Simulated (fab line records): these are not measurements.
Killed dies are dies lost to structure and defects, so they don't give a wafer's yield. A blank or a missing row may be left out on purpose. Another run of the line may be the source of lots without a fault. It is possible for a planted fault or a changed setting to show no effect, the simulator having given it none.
Split-lot experiment    flow sky130    5 lots, 23 wafers read, on a route of 708 steps

ABOUT THE SPLIT
At SKY_VIA4_SPUTTER_17 (material TiN, target thk 20 nm, time 80 s), the setting power w was moved away from the recipe's 4000 W on 6 of the 23 wafers read, by +10.6% to +11.9%. This setting was run at the recipe's value on the other wafers.

Reading taken at the split's own step.

THE READING
TiN_of_VIA4_SPUTTER_17.thk nm (the simulator's own value, which no gauge read), in nm, at SKY_VIA4_SPUTTER_17 (material TiN, target thk 20 nm, time 80 s). No usual value for it is given in the file. Across the 17 wafers here that went through the recipe, the average is 19.96 nm and the standard deviation 0.19 nm.

wafer   tool, chamber at the split  power w as run, W  against the recipe  TiN_of_VIA4_SPUTTER_17.thk nm, nm  against lot-mates on the recipe
L077.1  pvd sputter-03, -           4000               recipe              19.69                              -
L077.4  pvd sputter-03, -           4000               recipe              19.7                               -
L077.6  pvd sputter-03, -           4000               recipe              19.62                              -
L078.1  pvd sputter-03, -           4000               recipe              19.91                              -
L078.2  pvd sputter-03, -           4423               +10.6%              22.31                              +2.32
L078.4  pvd sputter-03, -           4423               +10.6%              22.29                              +2.30
L078.5  pvd sputter-03, -           4423               +10.6%              22.36                              +2.37
L078.6  pvd sputter-03, -           4000               recipe              20.07                              -
L081.1  pvd sputter-04, -           4000               recipe              19.91                              -
L081.2  pvd sputter-04, -           4474               +11.9%              22.49                              +2.45
L081.3  pvd sputter-04, -           4474               +11.9%              22.46                              +2.42
L081.4  pvd sputter-04, -           4000               recipe              20.17                              -
L081.5  pvd sputter-04, -           4474               +11.9%              22.33                              +2.29
L083.1  pvd sputter-03, -           4000               recipe              19.75                              -
L083.3  pvd sputter-03, -           4000               recipe              20.16                              -
L083.4  pvd sputter-03, -           4000               recipe              19.68                              -
L083.5  pvd sputter-03, -           4000               recipe              20.11                              -
L083.6  pvd sputter-03, -           4000               recipe              20.06                              -
L082.2  pvd sputter-04, -           4000               recipe              20.05                              -
L082.3  pvd sputter-04, -           4000               recipe              19.96                              -
L082.4  pvd sputter-04, -           4000               recipe              20.19                              -
L082.6  pvd sputter-04, -           4000               recipe              20.19                              -
L082.5  pvd sputter-04, -           4000               recipe              20.06                              -

THE FIT
A straight line over all 23 wafers: TiN_of_VIA4_SPUTTER_17.thk nm changes by +0.215 nm for each +1% of power w; r = +0.99; the points scatter about the line by 0.18 nm.
The same after taking each lot's own level away (the mean of its wafers on the recipe; 23 wafers): +0.21 nm for each +1%; r = +0.99; scatter 0.13 nm.
That fit puts the effect of the largest move of power w on the reading at 2.5 nm.
Measured against the standard deviation above, the lots' own levels, which go from 19.670 to 20.090 nm, span 2.2 times it.
The two slopes are in agreement: the lot-to-lot level therefore moves the slope only a little.
Check: for one of the wafers moved furthest among these (+11.9%), held out of the fit, the line's prediction against its lot-mates is +2.49 nm. It came out at +2.45 nm against them.

OTHER SPLITS ON THESE WAFERS
These wafers also went through other splits before the reading. Each is held against what the fit with the lots' levels taken away leaves over:
other split on the same wafers     wafers away from the commonest value  r with TiN_of_VIA4_SPUTTER_17.thk nm (lot level and that fit taken away)
SKY_METAL3_ETCH_17 time s          5                                     -0.41
SKY_VIA3_DEVELOP_11 dev temp c     12                                    -0.13
SKY_METAL4_SPUTTER_00 power w      10                                    -0.22
SKY_CAP2M_SPUTTER_02 power w       10                                    +0.29
SKY_CAP2M_DEVELOP_11 dev temp c    9                                     +0.33
SKY_VIA4_HDPCVD_00 sih4 flow sccm  8                                     +0.00

THE FILE'S OWN FIT
TiN_of_VIA4_SPUTTER_17.thk nm changes by +0.21 nm for each +1% of power w, r = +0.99.
